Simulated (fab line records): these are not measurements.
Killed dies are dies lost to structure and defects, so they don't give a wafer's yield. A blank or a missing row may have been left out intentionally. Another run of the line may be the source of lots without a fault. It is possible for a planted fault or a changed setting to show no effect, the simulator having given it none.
Which tool is to blame?	flow sky130	Sampling: 6 lots, 18 wafers, 2 of 708 route steps

## WHAT THE GAUGES READ, wafer by wafer
SKY_LDD_HVP_TW_MEAS_10.
lot	measured	on	LDD_HVP_TW
L818	day 22 19:22	film_metro-02	453 452 452
L821	day 24 22:30	film_metro-02	450 449 454
L823	day 24 22:49	film_metro-01	433 434 435
L825	day 25 01:40	film_metro-02	453 454 452
L835	day 27 23:18	film_metro-02	452 455 452
L837	day 28 18:08	film_metro-01	456 458 457

## WHAT TOOL EACH LOT RAN ON (gives the tool, then ch and the chambers of the sampled wafers, and finally the start)
lot	SKY_LDD_HVP_IMPLANT_08
L818	implanter-02 ch 0, day 22 19:07
L821	implanter-02 ch 0, day 24 22:14
L823	implanter-01 ch 0, day 24 22:34
L825	implanter-02 ch 0, day 25 01:25
L835	implanter-02 ch 0, day 27 23:03
L837	implanter-02 ch 0, day 28 17:55
- SKY_LDD_HVP_IMPLANT_08

## THE ANSWER, worked out from the rows above alone
Rule: the lots themselves supply what counts as usual. Put in order of their means at a reading, lots are off if they are a third of the lots or fewer, leave a main group of 4 or more, and stand apart from it by a gap of 3 or more times the standard deviation of the main group's means; of several such gaps the widest counts. A main group is skipped when, at the precision printed for the reading in the tables above, its means are all equal. Also off: a lot with no number at a reading for which 4 or more lots have one. All remaining lots with rows at the step are treated as sound.
Off: at SKY_LDD_HVP_TW_MEAS_10 (LDD_HVP_TW), L823. The main group: mean 453, standard deviation 2.
If a tool, at a process step before that reading, ran all the lots that are off and no sound lot after the first of them, it fits. The gauges at SKY_LDD_HVP_TW_MEAS_10 are tried like those tools. One fits: implanter-01 at SKY_LDD_HVP_IMPLANT_08. It ran no sound lot before its first lot that is off in this sample, so the start can't be narrowed down.

## WHAT THE SIMULATOR PUT IN
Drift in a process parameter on implanter-01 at SKY_LDD_HVP_IMPLANT_08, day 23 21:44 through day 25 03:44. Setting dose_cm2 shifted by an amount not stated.
Shown lots that were struck: L823. The rule above reached the same finding.
